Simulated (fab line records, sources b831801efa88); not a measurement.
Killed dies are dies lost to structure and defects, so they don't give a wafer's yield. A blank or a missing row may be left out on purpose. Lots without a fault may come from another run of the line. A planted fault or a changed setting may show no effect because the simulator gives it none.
Which tool did it? | flow gf180mcu | 11 lots, 33 wafers sampled, at 5 steps of a route of 602

WHAT THE GAUGES READ, wafer by wafer
GF_VT_IMPLANT_OVL_MEAS_29. Usual: VT_IMPLANT_02_OVL 0.7 nm, standard deviation 1.1.
lot  | measured     | on         | VT_IMPLANT_02_OVL (nm) | flag
L350 | day 6 23:17  | overlay-02 | -0.5 0.4 2.9           |
L351 | day 7 05:35  | overlay-02 | 1.0 0.1 -0.1           |
L352 | day 7 09:14  | overlay-02 | 1.1 0.2 0.1            |
L354 | day 7 21:49  | overlay-01 | 2.4 1.0 0.0            |
L356 | day 8 11:55  | overlay-01 | 2.9 -0.2 2.0           |
L363 | day 10 08:31 | overlay-02 | 0.2 2.6 1.9            |
L365 | day 10 20:43 | overlay-01 | -2.0 0.7 -0.1          |
L368 | day 11 17:47 | overlay-01 | -0.1 -0.1 1.0          |
L371 | day 12 10:26 | overlay-02 | -0.3 -0.3 -0.9         |
L372 | day 12 16:22 | overlay-01 | 1.7 0.4 1.8            |
L373 | day 13 02:16 | overlay-01 | 1.5 3.1 0.4            |

GF_PSD_RS_MEAS_14: measures by four-point-probe. Usual: NSD_RS 46.13 ohm/sq, standard deviation 0.086.
lot  | measured     | on            | NSD_RS (ohm/sq)                     | flag
L350 | day 14 07:32 | film_metro-02 | 46.22 46.18 46.17                   |
L351 | day 15 00:16 | film_metro-01 | 46.14 46.21 46.09                   |
L352 | day 15 00:32 | film_metro-03 | 46.16 46.21 46.19                   |
L354 | day 15 17:07 | film_metro-01 | 46.14 46.15 46.16                   |
L356 | day 16 15:29 | film_metro-02 | 46.10 46.13 46.13                   |
L363 | day 18 20:40 | film_metro-03 | 42.99 43.18 43.00 42.98 43.00 43.03 | OFF
L365 | day 19 09:28 | film_metro-01 | 43.22 43.14 43.15 43.17 43.22 43.17 | OFF
L368 | day 20 12:04 | film_metro-01 | 46.14 46.32 46.22                   |
L371 | day 21 08:43 | film_metro-03 | 46.10 46.08 46.09                   |
L372 | day 21 18:19 | film_metro-03 | 46.11 46.09 45.99                   |
L373 | day 22 06:10 | film_metro-01 | 46.05 46.21 46.05                   |

GF_SAB_THK_MEAS_01. Usual: SAB_CVD_00_THK 50.0 nm, standard deviation 0.67.
lot  | measured     | on            | SAB_CVD_00_THK (nm) | flag
L350 | day 14 07:47 | film_metro-01 | 49.8 50.5 51.4      |
L351 | day 15 00:31 | film_metro-02 | 49.6 49.7 49.4      |
L352 | day 15 00:47 | film_metro-01 | 50.0 50.7 50.6      |
L354 | day 15 17:23 | film_metro-04 | 49.1 49.4 50.4      |
L356 | day 16 15:44 | film_metro-01 | 50.3 51.1 50.8      |
L363 | day 18 22:44 | film_metro-02 | 49.3 49.5 50.5      |
L365 | day 19 11:50 | film_metro-02 | 50.0 49.2 51.7      |
L368 | day 20 12:18 | film_metro-02 | 48.9 50.8 49.6      |
L371 | day 21 08:57 | film_metro-02 | 49.9 50.9 51.5      |
L372 | day 21 18:35 | film_metro-02 | 49.6 49.4 50.1      |
L373 | day 22 06:26 | film_metro-04 | 49.9 48.7 50.1      |

WHICH TOOL RAN EACH LOT (tool, then ch and the chambers of the sampled wafers, then the start)
lot  | GF_NSD_IMPLANT_10               | GF_NSD_STRIP_11
L350 | implanter-04 ch 0, day 13 10:09 | plasma_asher-02 ch 0,1, day 13 10:17
L351 | implanter-01 ch 0, day 14 02:40 | plasma_asher-02 ch 0,1, day 14 02:48
L352 | implanter-04 ch 0, day 14 03:00 | plasma_asher-02 ch 0,1, day 14 03:08
L354 | implanter-01 ch 0, day 14 18:43 | plasma_asher-01 ch 0,1, day 14 18:52
L356 | implanter-01 ch 0, day 15 16:00 | plasma_asher-04 ch 0,1, day 15 16:08
L363 | implanter-01 ch 0, day 17 20:34 | plasma_asher-02 ch 0,1, day 17 20:43
L365 | implanter-01 ch 0, day 18 08:34 | plasma_asher-01 ch 0,1, day 18 08:43
L368 | implanter-03 ch 0, day 19 10:47 | plasma_asher-01 ch 0,1, day 19 10:55
L371 | implanter-04 ch 0, day 20 08:40 | plasma_asher-02 ch 0,1, day 20 08:48
L372 | implanter-04 ch 0, day 20 18:34 | plasma_asher-01 ch 0,1, day 20 18:43
L373 | implanter-04 ch 0, day 21 06:04 | plasma_asher-02 ch 0,1, day 21 06:13
- GF_NSD_IMPLANT_10
- GF_NSD_STRIP_11: strips in O2/N2.

WHAT THE TOOLS THEMSELVES READ (means of the sampled wafers that have a number; where no wafer has one, the mark that the record gives instead)
GF_NSD_IMPLANT_10. Usual: dose_ions_cm2 5e+14, standard deviation 6.1e+11; end_station_pressure_torr 7.2e-06 Torr, standard deviation 3.3e-07; faraday_current_uA 2795, standard deviation 55.
lot  | tool         | dose_ions_cm2 | end_station_pressure_torr (Torr) | faraday_current_uA | flag
L350 | implanter-04 | 5e+14         | 7.3e-06                          | 2818               |
L351 | implanter-01 | 5e+14         | 7.4e-06                          | 2807               |
L352 | implanter-04 | 5e+14         | 7.0e-06                          | 2797               |
L354 | implanter-01 | 5e+14         | 7.3e-06                          | 2716               |
L356 | implanter-01 | 5e+14         | 7.0e-06                          | 2854               |
L363 | implanter-01 | 8e+14         | 8.3e-06                          | 4213               | OFF
L365 | implanter-01 | 8e+14         | 8.4e-06                          | 4307               | OFF
L368 | implanter-03 | 5e+14         | 7.3e-06                          | 2807               |
L371 | implanter-04 | 5e+14         | 7.2e-06                          | 2835               |
L372 | implanter-04 | 5e+14         | 7.4e-06                          | 2719               |
L373 | implanter-04 | 5e+14         | 6.8e-06                          | 2789               |

GF_NSD_STRIP_11. Usual: chamber_pressure_mTorr 1500.1 mTorr, standard deviation 1.2; drypump_motor_current_A 5.7 A, standard deviation 0.31; heater_power_w 324 W, standard deviation 35; n2_flow_sccm 300.1 sccm, standard deviation 1.1; oes_product_au 0.487 a.u., standard deviation 0.0045; platen_temp_c 249.97 C, standard deviation 0.17; strip_time_to_endpoint_s 22.97 s, standard deviation 0.036.
lot  | tool            | chamber_pressure_mTorr (mTorr) | drypump_motor_current_A (A) | heater_power_w (W) | n2_flow_sccm (sccm) | oes_product_au (a.u.) | platen_temp_c (C) | strip_time_to_endpoint_s (s) | flag
L350 | plasma_asher-02 | 1499.4                         | 5.8                         | 318                | 300.2               | 0.481                 | 250.05            | 22.97                        |
L351 | plasma_asher-02 | 1500.5                         | 5.7                         | 322                | 300.1               | 0.487                 | 250.06            | 22.99                        |
L352 | plasma_asher-02 | 1501.8                         | 5.8                         | 326                | 299.7               | 0.483                 | 250.11            | 22.99                        |
L354 | plasma_asher-01 | 1500.3                         | 6.0                         | 308                | 299.8               | 0.484                 | 250.01            | 23.01                        |
L356 | plasma_asher-04 | 1500.4                         | 5.1                         | 350                | 299.5               | 0.485                 | 249.94            | 22.97                        |
L363 | plasma_asher-02 | 1500.6                         | 5.8                         | 324                | 300.7               | 0.479                 | 249.89            | 23.24                        | OFF
L365 | plasma_asher-01 | 1500.2                         | 6.0                         | 330                | 300.8               | 0.480                 | 249.90            | 23.28                        | OFF
L368 | plasma_asher-01 | 1499.8                         | 6.0                         | 308                | 299.0               | 0.493                 | 250.08            | 22.92                        |
L371 | plasma_asher-02 | 1499.9                         | 5.7                         | 300                | 300.7               | 0.483                 | 250.05            | 22.94                        |
L372 | plasma_asher-01 | 1500.9                         | 6.0                         | 307                | 300.5               | 0.485                 | 250.10            | 22.92                        |
L373 | plasma_asher-02 | 1500.6                         | 5.7                         | 300                | 299.8               | 0.489                 | 249.84            | 22.97                        |

THE ANSWER, worked out from the rows above alone
Rule: a lot is off if the mean of its wafers that have a number lies more than 3 standard deviations from the usual mean. A lot without any number at a reading at which 4 lots or more have one is off too. The other lots that the step has rows for count as sound. The gauges are gone through in route order, then the tools' own readings, and for those a lot's mean is taken as printed above. The first step at which some lot is off is used, and at that step the reading that is off furthest; a lot without a number counts as furthest.
Off: L363, L365, at GF_PSD_RS_MEAS_14 (NSD_RS).
A tool fits if, at a process step before that reading, it ran every lot that is off, and no sound lot after the first of them. The gauges at GF_PSD_RS_MEAS_14 aren't tried: what is off there is off at GF_NSD_IMPLANT_10 too, on other tools, and a gauge's error can't cause that. One fits: implanter-01 at GF_NSD_IMPLANT_10. Its last sound lot is L356 (day 15 16:00), its first lot that is off L363 (day 17 20:34): a fault that began between those two fits.
The tool's own readings at GF_NSD_IMPLANT_10 bear it out: on the lots that are off they differ by more than 5 times the standard deviation of the sound lots' means. dose_ions_cm2 reads 8e+14 there against 5e+14 on the sound lots; end_station_pressure_torr reads 8.3e-06 Torr there against 7.2e-06 Torr on the sound lots; faraday_current_uA reads 4260 there against 2794 on the sound lots.

WHAT THE SIMULATOR HAD PUT IN
Process parameter drift: implanter-01, from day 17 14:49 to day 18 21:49, at GF_NSD_IMPLANT_10. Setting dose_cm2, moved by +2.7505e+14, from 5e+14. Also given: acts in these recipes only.
Lots struck among those shown: L363, L365. The rule above found the same.
